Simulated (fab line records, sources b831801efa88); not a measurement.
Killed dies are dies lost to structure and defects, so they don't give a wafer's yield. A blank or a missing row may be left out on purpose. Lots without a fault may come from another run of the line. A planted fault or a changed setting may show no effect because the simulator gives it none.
fab line records | flow sky130
record lots=5 wafers=15 last_day=49
route steps=708 shown DNWELL@41 PWDE@45 NWELL@56 PAD_OPEN@708
lots that met no fault: from a run of the same line without faults
start_h: hours from the record's first day to the start of the lot's first wafer shown | wait_h: hours since the lot's step before | " the same as in the row above | L1.1+2: a row that stands for several wafers | - no value, or no start given | * or withheld: withheld | < > ~ a bound
route shown NAME@n: a module of which the file shows steps, and the number in the route of the first | usual: mean/standard deviation of fault-free wafers | same: alike in all rows | chamber/n: place in a boat | sites: the reading at each site | _std_site: their standard deviation | _edge_site: outer sites' mean less inner sites' | radius_mm: how far each site lies from the wafer's centre | mask NAME#n: copy n | behind: the tool/chamber that last shaped the wafer | hold: why the lot was held/for how many hours/how that ended | device: the transistor (n, p or np) that didn't switch | end of line: the same wafers' tests at the end of the route | a step without rows: its recipe alone | killed: dies lost to structure and defects at the first sort, not the wafer's yield | map: a wafer's dies, x killed, . not, _ none there
set.NAME: the setting as run; set.NAME@STEP: as run at that earlier step | model.NAME: the simulator's own value behind a step, which no gauge read
lots at some steps of the route; a table a step, a row a wafer
services: from which hour (start_h, from the record's first day; less than 0 if before it) a tool's chamber was out of use, for how many hours, and why
## steps
# step SKY_DNWELL_DEVELOP_06
# recipe wall_angle_deg=90 developer=TMAH develop_time_s=60 dev_temp_c=23
# step SKY_DNWELL_IMPLANT_07
# recipe species=P energy_kev=withheld dose_cm2=withheld tilt_deg=withheld
# step SKY_DNWELL_STRIP_08
# recipe chemistry=O2/N2 power_w=1400 pressure_mtorr=1500 platen_temp_c=withheld o2_flow_sccm=3000 n2_flow_sccm=300 overash_fraction=0.5
# step SKY_PWDE_DEHYDRATE_00
# recipe temp_c=200 time_s=60
# step SKY_PWDE_HMDS_01
# recipe prime_time_s=60 prime_temp_c=120
# step SKY_PWDE_COAT_02
# recipe spin_rpm=2038 resist_thk_nm=3000
# step SKY_PWDE_SOFTBAKE_03
# recipe temp_c=110 time_s=withheld
# step SKY_PWDE_EXPOSE_04
# recipe mask_id=PWDEM na=0.6 source_shape=conventional sigma_outer=0.6 polarization=unpolarized target_cd_nm=840 dose_mj=214
# step SKY_PWDE_PEB_05
# recipe temp_c=115 time_s=withheld
# step SKY_PWDE_DEVELOP_06
# recipe wall_angle_deg=90 developer=TMAH develop_time_s=60 dev_temp_c=23
# step SKY_PWDE_IMPLANT_08
# recipe species=B energy_kev=150 dose_cm2=3.6e+12 tilt_deg=withheld
# usual dose_ions_cm2=3.6e+12/4.1e+09 end_station_pressure_torr=5.03e-06/2.8e-07
# columns lot.wafer tool chamber start_h wait_h dose_ions_cm2 end_station_pressure_torr
L102.2 implanter-04 0 74.98 0.0 3.604e+12 5.04e-06
L102.5 " 0 " " 3.606e+12 5.11e-06
L102.6 " 0 " " 3.605e+12 4.63e-06
L105.3 implanter-04 0 102.11 0.1 3.485e+12 5.01e-06
L105.4 " 0 " " 3.483e+12 5.34e-06
L105.6 " 0 " " 3.485e+12 5.12e-06
L107.2 implanter-04 0 106.03 0.0 3.478e+12 4.69e-06
L107.3 " 0 " " 3.475e+12 5.01e-06
L107.5 " 0 " " 3.48e+12 5.18e-06
L110.2 implanter-04 0 126.43 0.0 3.492e+12 5.53e-06
L110.4 " 0 " " 3.487e+12 5.2e-06
L110.6 " 0 " " 3.491e+12 5.24e-06
L118.2 implanter-03 0 167.08 0.0 3.596e+12 4.41e-06
L118.4 " 0 " " 3.593e+12 5.15e-06
L118.6 " 0 " " 3.6e+12 5.26e-06
# step SKY_PWDE_STRIP_09
# recipe chemistry=O2/N2 power_w=1400 pressure_mtorr=1500 platen_temp_c=withheld o2_flow_sccm=3000 n2_flow_sccm=300 overash_fraction=0.5
# step SKY_NWELL_DEHYDRATE_03
# recipe temp_c=200 time_s=60
# step SKY_NWELL_HMDS_04
# recipe prime_time_s=60 prime_temp_c=120
# step SKY_NWELL_COAT_05
# recipe spin_rpm=2000 resist_thk_nm=3000
# step SKY_NWELL_SOFTBAKE_06
# recipe temp_c=110 time_s=withheld
# step SKY_NWELL_EXPOSE_07
# recipe mask_id=NWM na=0.6 source_shape=conventional sigma_outer=0.6 polarization=unpolarized target_cd_nm=840 dose_mj=255
# step SKY_NWELL_PEB_08
# recipe temp_c=115 time_s=withheld
# step SKY_NWELL_DEVELOP_09
# recipe wall_angle_deg=90 developer=TMAH develop_time_s=60 dev_temp_c=23
# step SKY_NWELL_IMPLANT_11
# recipe species=P energy_kev=400 dose_cm2=1.9e+13 tilt_deg=withheld
# step SKY_NWELL_IMPLANT_12
# recipe species=P energy_kev=120 dose_cm2=1.3e+12 tilt_deg=withheld
# step SKY_NWELL_IMPLANT_13
# recipe species=P energy_kev=50 dose_cm2=7e+11 tilt_deg=withheld
# step SKY_NWELL_STRIP_14
# recipe chemistry=O2/N2 power_w=1400 pressure_mtorr=1500 platen_temp_c=withheld o2_flow_sccm=3000 n2_flow_sccm=300 overash_fraction=0.5
# step SKY_NWELL_DEHYDRATE_16
# recipe temp_c=200 time_s=60
# step SKY_NWELL_HMDS_17
# recipe prime_time_s=60 prime_temp_c=120
# step SKY_NWELL_COAT_18
# recipe spin_rpm=2000 resist_thk_nm=3000
# step SKY_NWELL_SOFTBAKE_19
# recipe temp_c=110 time_s=withheld
# step SKY_NWELL_EXPOSE_20
# recipe mask_id=NWM_COMPLEMENT na=0.6 source_shape=conventional sigma_outer=0.6 polarization=unpolarized target_cd_nm=840 dose_mj=260
# step SKY_NWELL_PEB_21
# recipe temp_c=115 time_s=withheld
# step SKY_NWELL_DEVELOP_22
# recipe wall_angle_deg=90 developer=TMAH develop_time_s=60 dev_temp_c=23
# step SKY_NWELL_IMPLANT_24
# recipe species=B energy_kev=141.4 dose_cm2=9.2e+12 tilt_deg=withheld
# step SKY_NWELL_STRIP_25
# recipe chemistry=O2/N2 power_w=1400 pressure_mtorr=1500 platen_temp_c=withheld o2_flow_sccm=3000 n2_flow_sccm=300 overash_fraction=0.5
# step SKY_NWELL_CLEAN_27
# recipe chemistry=SC1/SC2 mix=1:4:20 temp_c=70 time_s=150 dry=n2_spin
# step SKY_NWELL_RTA_28
# recipe temp_c=1050 time_s=30 idle_temp_c=650 ramp_up_c_per_s=150 ramp_down_c_per_s=90 ambient=N2
# step SKY_NWELL_RS_MEAS_31
# recipe thk_meas_gauge=four-point-probe
# usual PWDE_RS=5277/15
# columns lot.wafer tool chamber start_h wait_h PWDE_RS[ohm/sq]
L102.2 film_metro-04 - 110.80 0.1 5275
L102.5 " - " " 5271
L102.6 " - " " 5266
L105.3 film_metro-04 - 140.39 0.1 5411
L105.4 " - " " 5405
L105.6 " - " " 5421
L107.2 film_metro-02 - 144.48 0.1 5427
L107.3 " - " " 5444
L107.5 " - " " 5456
L110.2 film_metro-02 - 167.20 0.1 5388
L110.4 " - " " 5418
L110.6 " - " " 5401
L118.2 film_metro-04 - 209.51 0.1 5255
L118.4 " - " " 5271
L118.6 " - " " 5254
# step SKY_PAD_OPEN_PROBE_99
# usual killed_at_M0_to_M3=43/7.3 killed_at_M4_up=3.5/2.2 killed_at_contacts=24/5.3 killed_at_front_end=15/4.2 killed_at_other=0.3/0.67 killed_dies=86/9.8 killed_open=47/7.2 killed_short=39/6.5
# same gross_dies=492 killed_at_back_side=0
# columns lot.wafer tool chamber start_h wait_h killed_at_M0_to_M3 killed_at_M4_up killed_at_contacts killed_at_front_end killed_at_other killed_dies killed_open killed_short model.etest.res_pwde_under_gate.rs_ohm_sq
L102.2 prober-02 - 1077.07 0.1 36 5 20 15 2 78 42 36 6216
L102.5 prober-02 - 1077.22 0.2 43 2 35 15 0 95 54 41 6285
L102.6 prober-02 - 1077.27 0.2 43 5 23 12 0 83 44 39 6256
L105.3 prober-01 - 1107.57 0.2 34 5 27 12 0 78 43 35 6338
L105.4 prober-01 - 1107.62 0.2 55 11 23 17 0 106 60 46 6346
L105.6 prober-01 - 1107.72 0.2 36 4 26 15 0 81 48 32 6348
L107.2 prober-01 - 1152.66 0.1 38 2 29 18 0 87 45 42 6420
L107.3 prober-01 - 1152.71 0.2 36 4 31 19 0 90 49 40 6386
L107.5 prober-01 - 1152.81 0.2 41 2 32 14 0 89 45 44 6404
L110.2 prober-01 - 1158.66 0.1 39 7 26 11 0 83 51 32 6350
L110.4 prober-01 - 1158.76 0.2 50 2 22 8 0 82 38 44 6376
L110.6 prober-01 - 1158.86 0.2 45 2 25 11 0 83 37 46 6343
L118.2 prober-02 - 1169.95 0.1 44 6 19 23 0 92 51 41 6095
L118.4 prober-02 - 1170.05 0.2 41 2 22 10 0 75 38 37 6135
L118.6 prober-02 - 1170.15 0.2 37 3 23 12 0 75 46 29 6087
# killed by level:class
L102.2 VIA1:geometric_particle:open=9 VIA3:geometric_particle:open=7 LI_CONTACT:geometric_particle:open=6 LOCAL_INTERCONNECT:geometric_particle:short=6 FIELD_ISO:geometric_particle:short=5 CONTACT:geometric_particle:open=5 METAL1:geometric_particle:short=4 METAL3:geometric_particle:short=4
L102.5 CONTACT:geometric_particle:open=12 VIA1:geometric_particle:open=11 LI_CONTACT:geometric_particle:open=8 CONTACT:geometric_particle:short=8 METAL1:geometric_particle:short=7 METAL1:geometric_particle:open=6 LOCAL_INTERCONNECT:geometric_particle:short=5 FIELD_ISO:geometric_particle:open=4
L102.6 VIA1:geometric_particle:open=13 CONTACT:geometric_particle:open=7 FIELD_ISO:geometric_particle:short=6 CONTACT:geometric_particle:short=6 VIA2:geometric_particle:open=6 METAL1:geometric_particle:short=5 VIA1:geometric_particle:short=5 LI_CONTACT:geometric_particle:open=4
L105.3 CONTACT:geometric_particle:open=11 LI_CONTACT:geometric_particle:open=8 VIA1:geometric_particle:open=8 VIA2:geometric_particle:open=6 VIA3:geometric_particle:short=6 POLY_GATE:geometric_particle:short=5 METAL2:geometric_particle:short=5 VIA3:geometric_particle:open=5
L105.4 VIA3:geometric_particle:open=12 CONTACT:geometric_particle:open=9 VIA1:geometric_particle:open=9 LI_CONTACT:geometric_particle:open=8 METAL4:geometric_particle:short=8 METAL2:geometric_particle:short=7 POLY_GATE:geometric_particle:short=5 VIA1:geometric_particle:short=5
L105.6 VIA1:geometric_particle:open=12 CONTACT:geometric_particle:open=10 LI_CONTACT:geometric_particle:open=8 POLY_GATE:geometric_particle:open=7 VIA1:geometric_particle:short=6 VIA2:geometric_particle:short=5 LOCAL_INTERCONNECT:geometric_particle:short=4 VIA3:geometric_particle:open=4
L107.2 VIA2:geometric_particle:open=11 CONTACT:geometric_particle:short=9 LI_CONTACT:geometric_particle:open=7 CONTACT:geometric_particle:open=7 VIA1:geometric_particle:open=7 FIELD_ISO:geometric_particle:open=6 FIELD_ISO:geometric_particle:short=5 METAL1:geometric_particle:short=5
L107.3 CONTACT:geometric_particle:open=12 VIA1:geometric_particle:open=12 LOCAL_INTERCONNECT:geometric_particle:short=9 FIELD_ISO:geometric_particle:short=7 LI_CONTACT:geometric_particle:open=6 VIA3:geometric_particle:open=6 VIA1:geometric_particle:short=5 POLY_GATE:geometric_particle:short=4
L107.5 VIA1:geometric_particle:open=13 CONTACT:geometric_particle:open=11 LOCAL_INTERCONNECT:geometric_particle:short=10 VIA2:geometric_particle:open=7 POLY_GATE:geometric_particle:short=5 CONTACT:geometric_particle:short=4 LI_CONTACT:geometric_particle:open=4 METAL2:geometric_particle:short=4
L110.2 LI_CONTACT:geometric_particle:open=11 CONTACT:geometric_particle:open=8 METAL1:geometric_particle:short=8 VIA1:geometric_particle:open=6 VIA3:geometric_particle:open=5 METAL1:geometric_particle:open=4 POLY_GATE:geometric_particle:open=3 LI_CONTACT:geometric_particle:short=3
L110.4 VIA1:geometric_particle:open=10 METAL2:geometric_particle:short=9 METAL1:geometric_particle:short=7 VIA3:geometric_particle:open=7 LI_CONTACT:geometric_particle:short=6 LOCAL_INTERCONNECT:geometric_particle:short=6 VIA1:geometric_particle:short=5 VIA2:geometric_particle:open=5
L110.6 VIA1:geometric_particle:open=11 METAL1:geometric_particle:short=9 LOCAL_INTERCONNECT:geometric_particle:short=7 LI_CONTACT:geometric_particle:short=5 CONTACT:geometric_particle:open=5 VIA1:geometric_particle:short=5 METAL2:geometric_particle:short=5 FIELD_ISO:geometric_particle:open=4
L118.2 VIA1:geometric_particle:open=12 VIA2:geometric_particle:open=7 FIELD_ISO:geometric_particle:short=6 LI_CONTACT:geometric_particle:open=6 METAL3:geometric_particle:short=6 VIA3:geometric_particle:open=6 POLY_GATE:geometric_particle:open=5 METAL1:geometric_particle:short=5
L118.4 CONTACT:geometric_particle:open=11 VIA1:geometric_particle:open=8 LOCAL_INTERCONNECT:geometric_particle:short=5 VIA1:geometric_particle:short=5 VIA2:geometric_particle:open=5 METAL2:geometric_particle:short=4 VIA2:geometric_particle:short=4 METAL3:geometric_particle:short=4
L118.6 VIA1:geometric_particle:open=14 CONTACT:geometric_particle:open=9 LI_CONTACT:geometric_particle:open=6 POLY_GATE:geometric_particle:open=5 METAL1:geometric_particle:short=5 CONTACT:geometric_particle:short=4 VIA2:geometric_particle:open=4 POLY_GATE:geometric_particle:short=3
## services
# columns tool chamber start_h hours kind
implanter-03 - 64.57 4.3 pm
## key
first_sign step=SKY_PWDE_IMPLANT_08 reading=dose_ions_cm2 direction=down sigmas=28 usual=* struck=*
effect step=SKY_NWELL_RS_MEAS_31 reading=PWDE_RS direction=up sigmas=9.2 usual=5277 struck=5419
model_effect step=SKY_PAD_OPEN_PROBE_99 value=etest.res_pwde_under_gate.rs_ohm_sq without=6172 struck=6368
met_at SKY_PWDE_IMPLANT_08
struck_wafers L105.3,L105.4,L105.6,L107.2,L107.3,L107.5,L110.2,L110.4,L110.6
tester_left_out L105,L107,L110
onset_between 74.98 102.11
fault kind=process_parameter_drift tool=implanter-04 chamber=- onset_h=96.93 steps=SKY_PWDE_IMPLANT_08 channel=dose_cm2 offset=* shape=step end_h=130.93 acts_in=* stated=*
# tester_left_out: of these lots the tester's yield and bins aren't shown, on N5 and GAA mostly nor the transistor test; their killed dies are dies lost to structure and defects alone, not to doping, threshold or leakage, so they don't give the yield
